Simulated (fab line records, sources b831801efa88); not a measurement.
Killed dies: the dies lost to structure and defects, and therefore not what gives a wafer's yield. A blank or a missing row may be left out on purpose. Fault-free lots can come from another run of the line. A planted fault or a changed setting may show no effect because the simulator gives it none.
What tool caused it? ; flow sky130 ; Sampling: 12 lots, 34 wafers, 2 of 708 route steps

WHAT EACH GAUGE READ, for each wafer
SKY_VIA2_OVL_MEAS_13. Usual: VIA2_OVL gives 3 nm (standard deviation 5.5).
lot;measured;on;VIA2_OVL (nm);flag
L978;day 36 06:00;overlay-01;6 -3 7;
L979;day 36 21:11;overlay-02;-3 1 -2;
L981;day 37 07:23;overlay-01;15 12 6;
L982;day 37 11:58;overlay-02;4 6 3;
L984;day 38 10:12;overlay-02;13 4 6;
L986;day 39 01:54;overlay-02;3 8 3;
L988;day 39 09:06;overlay-01;3 1 -1;
L990;day 39 22:25;overlay-01;0 9 6;
L995;day 41 13:56;overlay-01;0 1;
L996;day 41 19:11;overlay-01;5 -7 0;
L998;day 42 08:51;overlay-01;6 1;
L999;day 42 17:01;overlay-02;4 4 -3;

WHAT TOOL EACH LOT RAN ON (gives the tool, then ch and the chambers of the sampled wafers, and finally the start)
lot;SKY_METAL2_SPUTTER_04
L978;pvd_sputter-01, day 33 22:46
L979;pvd_sputter-02, day 34 14:34
L981;pvd_sputter-03, day 35 01:23
L982;pvd_sputter-01, day 35 04:47
L984;pvd_sputter-01, day 36 04:13
L986;pvd_sputter-02, day 36 21:14
L988;pvd_sputter-01, day 37 05:02
L990;pvd_sputter-03, day 37 18:37
L995;pvd_sputter-03, day 39 10:59
L996;pvd_sputter-02, day 39 16:05
L998;pvd_sputter-02, day 40 07:47
L999;pvd_sputter-02, day 40 15:32
- SKY_METAL2_SPUTTER_04: material TiN, target thk 70 nm, time 58.3 s.

WHAT THE TOOLS THEMSELVES READ (means of the sampled wafers that have a number; where no wafer has one, the mark that the record gives instead)
SKY_METAL2_SPUTTER_04. Usual: 30.1 % for throttle_valve_pct, sd 0.9.
lot;tool;throttle_valve_pct (%);flag
L978;pvd_sputter-01;30.1;
L979;pvd_sputter-02;30.5;
L981;pvd_sputter-03;29.3;
L982;pvd_sputter-01;30.1;
L984;pvd_sputter-01;29.3;
L986;pvd_sputter-02;29.9;
L988;pvd_sputter-01;29.9;
L990;pvd_sputter-03;30.5;
L995;pvd_sputter-03;30.2;
L996;pvd_sputter-02;30.6;
L998;pvd_sputter-02;31.1;
L999;pvd_sputter-02;29.5;

THE ANSWER, worked out from the rows above alone
Rule: a lot is off if the mean of its wafers that have a number lies more than 3 standard deviations from the usual mean. Also off: a lot with no number at a reading for which 4 or more lots have one. Any other lot the step has rows for is counted as sound. Order of review: gauges by route order, followed by the tools' own readings, for which a lot's mean as printed above is used. The first step at which some lot is off is used, and at that step the reading that is off furthest; a lot without a number counts as furthest.
No lot is off at any reading shown: from this, nothing can be told.

WHAT WAS PUT IN BY THE SIMULATOR
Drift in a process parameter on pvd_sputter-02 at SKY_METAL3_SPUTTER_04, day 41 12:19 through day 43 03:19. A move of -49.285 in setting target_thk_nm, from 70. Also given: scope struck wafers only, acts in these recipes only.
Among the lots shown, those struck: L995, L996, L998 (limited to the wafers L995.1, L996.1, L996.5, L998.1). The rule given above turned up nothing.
